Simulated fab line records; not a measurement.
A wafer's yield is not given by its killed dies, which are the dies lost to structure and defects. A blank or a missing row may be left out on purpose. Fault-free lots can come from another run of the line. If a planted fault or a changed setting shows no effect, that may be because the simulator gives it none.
One fault seen from 2 desks | flow sky130 | each desk has only its own numbers; what lay behind them comes last

TOOL OWNER'S DESK, krf scanner-02
The tool's own readings at SKY_CONTACT_EXPOSE_11 (exposes mask CTM1, target cd 170 nm): means of the sampled wafers that have a number, for each lot that ran on this tool. Any lot whose mean is over 4 standard deviations away from the usual mean is out of limits and marked OUT; that distance is given in the brackets.
Columns: A = exposure dose mJ cm2 at SKY_CONTACT_EXPOSE_11, usual 37.94; B = stage vel mm s at SKY_CONTACT_EXPOSE_11, usual 500.01 mm/s
lot  | first seen here | A     | B
L201 | day 32 19:05    | 37.96 | 500.06
L208 | day 34 19:17    | 37.97 | 500.14
L209 | day 35 10:07    | 37.98 | 499.81
Finding of this desk: none of the 3 lots has anything out of limits.

AT THE METROLOGY DESK
What the gauges read for every lot (on any tool): the sampled wafers with a number, averaged. Any lot whose mean is over 4 standard deviations away from the usual mean is out of limits and marked OUT; that distance is given in the brackets.
Columns: A = LOCAL_INTERCONNECT_OVL at SKY_LOCAL_INTERCONNECT_OVL_MEAS_12, usual 0 nm; B = cd nm at SKY_CONTACT_CD_MEAS_14, usual 170.1 nm; C = CONTACT_OVL at SKY_CONTACT_OVL_MEAS_15, usual -1 nm
lot  | first seen here | A  | B               | C
L198 | day 30 16:26    | 0  | 168.2           | -2
L199 | day 30 21:03    | -3 | 171.1           | 4
L200 | day 31 09:41    | 0  | 172.6           | 0
L201 | day 32 02:03    | 7  | 172.0           | -1
L208 | day 34 04:54    | 1  | 143.0 (-19) OUT | -5
L209 | day 34 19:22    | 1  | 155.5 (-10) OUT | -7
L210 | day 35 04:00    | 1  | 170.7           | -5
L211 | day 35 08:04    | -4 | 170.1           | -2
L212 | day 35 16:49    | 0  | 172.2           | 2
L215 | day 36 14:13    | 7  | 170.2           | 3
L219 | day 37 13:32    | 2  | 171.9           | -1
L220 | day 37 22:46    | 2  | 168.7           | 2
L221 | day 38 03:10    | -2 | 170.8           | -4
Finding of this desk: L208, L209 out of limits; the first was L208 at day 35 08:28, on cd nm at SKY_CONTACT_CD_MEAS_14. Within limits: L198, L199, L200, L201, L210, L211, L212, L215, L219, L220, L221.

ALL TOGETHER
The metrology desk could have raised an alarm at day 35 08:28, on L208, L209.
Nothing out of limits was seen by the tool owner's desk.
The tool owner's desk has L208, L209 on record, within its limits.
All the named lots went through SKY_CONTACT_EXPOSE_11 on krf scanner-02.

WHAT THE SIMULATOR HAD PUT IN
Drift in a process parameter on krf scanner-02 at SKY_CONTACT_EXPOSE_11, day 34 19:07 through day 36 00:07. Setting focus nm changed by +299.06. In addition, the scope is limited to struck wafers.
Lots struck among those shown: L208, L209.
Time in hours between the start of the fault and the first out-of-limits reading at each desk: metrology desk, 13.
